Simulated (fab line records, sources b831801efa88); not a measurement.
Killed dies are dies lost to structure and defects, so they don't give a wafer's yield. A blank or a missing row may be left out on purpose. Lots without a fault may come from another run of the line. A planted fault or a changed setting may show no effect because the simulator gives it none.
fab line records | flow gf180mcu | part 2 of 2: steps 27 to 35 of 35
record lots=5 wafers=15 last_day=34
route steps=602 shown M3@424 V3@429 M4@456
lots that met no fault: from a run of the same line without faults
start_h: hours from the record's first day to the start of the lot's first wafer shown | wait_h: hours since the lot's step before | " the same as in the row above | L1.1+2: a row that stands for several wafers | - no value, or no start given | * or withheld: withheld | < > ~ a bound
route shown NAME@n: a module of which the file shows steps, and the number in the route of the first | usual: mean/standard deviation of fault-free wafers | same: alike in all rows | chamber/n: place in a boat | sites: the reading at each site | _std_site: their standard deviation | _edge_site: outer sites' mean less inner sites' | radius_mm: how far each site lies from the wafer's centre | mask NAME#n: copy n | behind: the tool/chamber that last shaped the wafer | hold: why the lot was held/for how many hours/how that ended | device: the transistor (n, p or np) that didn't switch | end of line: the same wafers' tests at the end of the route | a step without rows: its recipe alone | killed: dies lost to structure and defects at the first sort, not the wafer's yield | map: a wafer's dies, x killed, . not, _ none there
set.NAME: the setting as run; set.NAME@STEP: as run at that earlier step | model.NAME: the simulator's own value behind a step, which no gauge read
lots at some steps of the route; a table a step, a row a wafer
services: from which hour (start_h, from the record's first day; less than 0 if before it) a tool's chamber was out of use, for how many hours, and why
## steps
# step GF_V3_SPUTTER_21
# recipe material=Ti target_thk_nm=15 chamber_pressure_pa=5 power_w=2500 substrate_temp_c=200 time_s=80.02
# usual throttle_valve_pct=30.3/0.91
# columns lot.wafer tool chamber start_h wait_h throttle_valve_pct
L078.2 pvd_sputter-01 - 555.44 0.0 28.8
L078.3 " - " " 31.1
L078.6 " - " " 30.2
L084.1 pvd_sputter-04 - 602.72 0.0 30.3
L084.5 " - " " 29.1
L084.6 " - " " 29.7
L085.2 pvd_sputter-01 - 609.34 0.0 28.6
L085.4 " - " " 30.6
L085.5 " - " " 30.2
L094.1 pvd_sputter-01 - 674.99 0.0 30.0
L094.2 " - " " 30.9
L094.6 " - " " 29.8
L095.2 pvd_sputter-02 - 677.05 0.0 31.8
L095.5 " - " " 29.9
L095.6 " - " " 30.7
# step GF_V3_SPUTTER_22
# recipe material=TiN target_thk_nm=10 chamber_pressure_pa=5 power_w=4000 time_s=40
# usual throttle_valve_pct=30.3/0.9
# columns lot.wafer tool chamber start_h wait_h throttle_valve_pct
L078.2 pvd_sputter-01 - 555.50 0.0 28.7
L078.3 " - " " 31.4
L078.6 " - " " 30.1
L084.1 pvd_sputter-04 - 602.78 0.0 30.2
L084.5 " - " " 29.2
L084.6 " - " " 29.8
L085.2 pvd_sputter-01 - 609.40 0.0 28.8
L085.4 " - " " 30.3
L085.5 " - " " 30.3
L094.1 pvd_sputter-01 - 675.05 0.0 29.7
L094.2 " - " " 31.3
L094.6 " - " " 29.6
L095.2 pvd_sputter-02 - 677.12 0.0 31.7
L095.5 " - " " 30.4
L095.6 " - " " 30.6
# step GF_V3_CVD_23
# recipe material=W target_thk_nm=350 time_s=104.9 temp_c=400 pressure_torr=40
# usual heater_power_w=861/110
# columns lot.wafer tool chamber start_h wait_h heater_power_w
L078.2 cvd_w-01 0 555.54 0.0 973
L078.3 " 0 " " 973
L078.6 " 1 " " 704
L084.1 cvd_w-01 0 602.82 0.0 968
L084.5 " 0 " " 962
L084.6 " 1 " " 726
L085.2 cvd_w-02 0 609.44 0.0 910
L085.4 " 1 " " 843
L085.5 " 0 " " 898
L094.1 cvd_w-02 0 675.09 0.0 930
L094.2 " 1 " " 848
L094.6 " 1 " " 837
L095.2 cvd_w-02 0 677.15 0.0 919
L095.5 " 1 " " 846
L095.6 " 0 " " 905
# step GF_V3_RS_MEAS_24
# recipe thk_meas_gauge=four-point-probe reads=W_of_V3_CVD_23+TiN_of_V3_SPUTTER_22+Ti_of_V3_SPUTTER_21
# usual V3_W_RS=0.328/0.0037
# columns lot.wafer tool chamber start_h wait_h V3_W_RS[ohm/sq]
L078.2 film_metro-04 - 555.67 0.1 0.329
L078.3 " - " " 0.328
L078.6 " - " " 0.326
L084.1 film_metro-04 - 602.93 0.1 0.330
L084.5 " - " " 0.332
L084.6 " - " " 0.328
L085.2 film_metro-02 - 609.57 0.1 0.323
L085.4 " - " " 0.321
L085.5 " - " " 0.324
L094.1 film_metro-04 - 675.20 0.1 0.329
L094.2 " - " " 0.323
L094.6 " - " " 0.322
L095.2 film_metro-04 - 677.29 0.1 0.324
L095.5 " - " " 0.323
L095.6 " - " " 0.324
# step GF_V3_THK_MEAS_25
# recipe thk_meas_gauge=xrf reads=W_of_V3_CVD_23
# usual V3_W_THK=332/5.5
# columns lot.wafer tool chamber start_h wait_h V3_W_THK[nm]
L078.2 film_metro-04 - 555.78 0.1 331
L078.3 " - " " 332
L078.6 " - " " 335
L084.1 film_metro-04 - 603.05 0.1 332
L084.5 " - " " 328
L084.6 " - " " 331
L085.2 film_metro-02 - 609.68 0.1 329
L085.4 " - " " 332
L085.5 " - " " 330
L094.1 film_metro-04 - 675.32 0.1 331
L094.2 " - " " 337
L094.6 " - " " 339
L095.2 film_metro-04 - 677.40 0.1 336
L095.5 " - " " 337
L095.6 " - " " 338
# step GF_V3_CMP_26
# recipe stop_on=SiO2 down_force_psi=3.5 platen_rpm=60 t_overpolish_s=15 target_thk_nm=0 pad_velocity_m_s=0.94248
# usual motor_current_A=11.1/0.92 overpolish_run_s=14.998/0.0089 time_to_endpoint_s=86.0/2.8
# columns lot.wafer tool chamber start_h wait_h motor_current_A overpolish_run_s time_to_endpoint_s
L078.2 cmp-02 0 555.88 0.1 11.4 15.000 85.5
L078.3 " 2 " " 12.2 14.991 85.2
L078.6 " 3 " " 9.8 14.990 87.4
L084.1 cmp-02 1 603.26 0.2 11.3 14.996 81.4
L084.6 " 2 " " 12.4 14.997 87.6
L084.5 " 3 " " 9.7 15.009 83.9
L085.4 cmp-02 3 609.73 0.0 9.9 14.999 90.9
L085.2 " 2 " " 12.5 15.003 90.8
L085.5 " 0 " " 11.2 14.989 86.4
L094.1 cmp-01 2 675.43 0.1 11.1 14.997 87.7
L094.2 " 3 " " 11.8 14.981 90.8
L094.6 " 1 " " 11.2 15.000 86.6
L095.2 cmp-01 3 677.50 0.1 11.7 14.998 88.6
L095.6 " 2 " " 11.7 15.000 87.1
L095.5 " 3 " " 12.0 14.995 86.6
# step GF_M4_SPUTTER_00
# recipe material=Ti target_thk_nm=37.5 arriving_ion_energy_ev=80 substrate_temp_c=200 chamber_pressure_pa=2 power_w=4000 time_s=150
# usual throttle_valve_pct=30.1/0.8
# columns lot.wafer tool chamber start_h wait_h throttle_valve_pct
L078.2 pvd_sputter-04 - 556.13 0.2 29.2
L078.3 " - " " 29.9
L078.6 " - " " 29.8
L084.1 pvd_sputter-04 - 603.41 0.1 30.0
L084.5 " - " " 29.2
L084.6 " - " " 30.1
L085.2 pvd_sputter-02 - 610.03 0.1 32.0
L085.4 " - " " 30.1
L085.5 " - " " 30.9
L094.1 pvd_sputter-04 - 675.68 0.2 29.1
L094.2 " - " " 29.1
L094.6 " - " " 29.0
L095.2 pvd_sputter-02 - 677.75 0.2 30.8
L095.5 " - " " 31.3
L095.6 " - " " 30.2
# step GF_M4_SPUTTER_01
# recipe material=TiN target_thk_nm=30 power_w=6500 time_s=25 chamber_pressure_pa=0.4
# usual throttle_valve_pct=30.1/0.79
# columns lot.wafer tool chamber start_h wait_h throttle_valve_pct
L078.2 pvd_sputter-04 - 556.23 0.1 28.8
L078.3 " - " " 30.1
L078.6 " - " " 29.6
L084.1 pvd_sputter-04 - 603.51 0.1 30.3
L084.5 " - " " 29.4
L084.6 " - " " 30.2
L085.2 pvd_sputter-02 - 610.13 0.1 31.8
L085.4 " - " " 30.2
L085.5 " - " " 31.2
L094.1 pvd_sputter-04 - 675.78 0.1 29.1
L094.2 " - " " 29.4
L094.6 " - " " 29.2
L095.2 pvd_sputter-02 - 677.85 0.1 30.7
L095.5 " - " " 31.2
L095.6 " - " " 30.3
# step GF_M4_SPUTTER_02
# recipe material=AlCu target_thk_nm=450 power_w=10600 time_s=23.9 chamber_pressure_pa=0.4
# usual throttle_valve_pct=30.1/0.8
# columns lot.wafer tool chamber start_h wait_h throttle_valve_pct
L078.2 pvd_sputter-04 - 556.26 0.0 29.1
L078.3 " - " " 30.3
L078.6 " - " " 30.0
L084.1 pvd_sputter-04 - 603.54 0.0 30.2
L084.5 " - " " 28.8
L084.6 " - " " 30.2
L085.2 pvd_sputter-02 - 610.16 0.0 31.7
L085.4 " - " " 30.4
L085.5 " - " " 31.1
L094.1 pvd_sputter-04 - 675.81 0.0 29.3
L094.2 " - " " 29.1
L094.6 " - " " 29.2
L095.2 pvd_sputter-02 - 677.88 0.0 30.7
L095.5 " - " " 31.0
L095.6 " - " " 30.3
## services
# columns tool chamber start_h hours kind
hdpcvd-02 - 513.09 1.5 repair
cmp-02 - 520.35 5.3 pm
cvd_w-02 0 524.16 5.7 repair
krf_scanner-02 - 529.89 3.6 pm
rie_diel-03 2 531.28 7.5 repair
pvd_sputter-02 - 540.58 1.6 repair
rie_diel-03 0 551.43 3.7 repair
cmp-01 - 556.35 4.9 pm
plasma_asher-02 - 560.00 3.2 repair
pvd_sputter-04 - 564.72 4.1 repair
cmp-01 - 572.14 4.0 pm
cmp-01 - 580.80 0.6 repair
cmp-01 - 591.36 1.2 repair
rie_diel-03 3 596.70 4.1 repair
pvd_sputter-02 - 602.98 2.5 repair
cmp-02 - 610.54 4.7 repair
wet_bench-03 - 616.54 2.4 repair
rie_diel-03 2 640.71 4.9 repair
cmp-02 - 648.92 6.2 repair
cmp-01 - 659.63 1.8 repair
cmp-01 - 661.98 1.4 repair
hdpcvd-02 - 664.27 0.8 pm
cmp-02 - 669.67 9.1 pm
pvd_sputter-01 - 677.71 1.0 repair
